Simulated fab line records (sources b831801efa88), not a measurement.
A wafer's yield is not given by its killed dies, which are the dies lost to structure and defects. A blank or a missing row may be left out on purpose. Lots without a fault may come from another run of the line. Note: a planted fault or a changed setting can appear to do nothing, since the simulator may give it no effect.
Chamber matching	flow gf180mcu	cmp-01 running GF_V5_CMP_26: 4 sister chambers
The step polishes, stops on SiO2, t overpolish 15 s, target thk 0 nm. 20 wafers are shown with their chamber, then 10 later ones without.

WAFERS PAIRED WITH THEIR CHAMBERS
wafer	chamber	motor_current_A (A)	edge_zone_pressure_frac	overpolish_run_s (s)
L287.2	0	12.6	1.007	15.010
L287.3	2	11.7	0.999	15.003
L287.5	3	10.0	1.004	15.012
L288.2	0	12.0	0.997	14.996
L288.4	3	9.5	1.007	14.986
L288.6	3	9.9	1.000	15.007
L289.1	1	11.1	0.998	15.003
L289.3	3	10.2	0.996	14.993
L289.4	2	11.5	1.003	15.002
L290.4	3	10.0	1.007	14.991
L290.5	1	11.5	0.999	14.990
L290.6	2	11.2	1.010	15.003
L291.3	3	9.9	1.005	15.016
L291.4	1	10.8	1.004	15.014
L291.6	2	11.5	1.006	15.008
L293.3	0	12.2	0.997	15.012
L293.5	0	11.7	0.992	14.993
L293.6	1	10.3	0.995	14.995
L292.1	2	11.0	0.998	15.006
L292.4	1	10.8	1.002	14.998

SIGNATURES (averages over the wafers above)
reading	chamber 0	chamber 1	chamber 2	chamber 3	scatter within a chamber
motor_current_A	12.125	10.900	11.380	9.917	0.334
edge_zone_pressure_frac	0.99825	0.99960	1.00320	1.00317	0.00475
overpolish_run_s	15.00275	15.00000	15.00440	15.00083	0.00938
Rule: for a wafer and a chamber, the distance is found by dividing, reading by reading, the gap between the wafer's reading and the chamber's mean by the reading's scatter, squaring, summing and taking the root. If the next closest chamber is less than 2 further off than the closest, the wafer can't be placed; otherwise it belongs to the closest. The scatter is the square root of a quotient: the sum, over the shown wafers, of each reading's squared deviation from its chamber's mean, divided by wafers minus chambers.

WAFERS WITH NO CHAMBER GIVEN
wafer	motor_current_A (A)	edge_zone_pressure_frac	overpolish_run_s (s)
L292.6	11.5	0.993	14.987
L294.1	9.6	1.000	15.016
L294.3	11.7	0.992	15.008
L294.5	12.0	0.987	14.998
L295.3	12.5	1.002	15.005
L295.4	10.5	1.002	14.997
L295.5	11.5	1.000	14.994
L297.2	11.4	1.004	14.984
L297.5	9.6	0.994	14.996
L297.6	11.6	1.005	15.000

EACH ONE'S CHAMBER
wafer	from the rows above	in truth
L292.6	can't be placed: 1 or 0 or 2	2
L294.1	3	3
L294.3	can't be placed: 0 or 2 or 1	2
L294.5	can't be placed: 0 or 2 or 1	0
L295.3	can't be placed: 0 or 2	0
L295.4	can't be placed: 1 or 3 or 2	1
L295.5	can't be placed: 2 or 1 or 0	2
L297.2	can't be placed: 2 or 1 or 0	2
L297.5	can't be placed: 3 or 1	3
L297.6	can't be placed: 2 or 0 or 1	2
1 of 10 placed correctly. Cannot be placed on the basis of these rows: 9; the candidates contain the true chamber in 9. 0 placed wrongly.
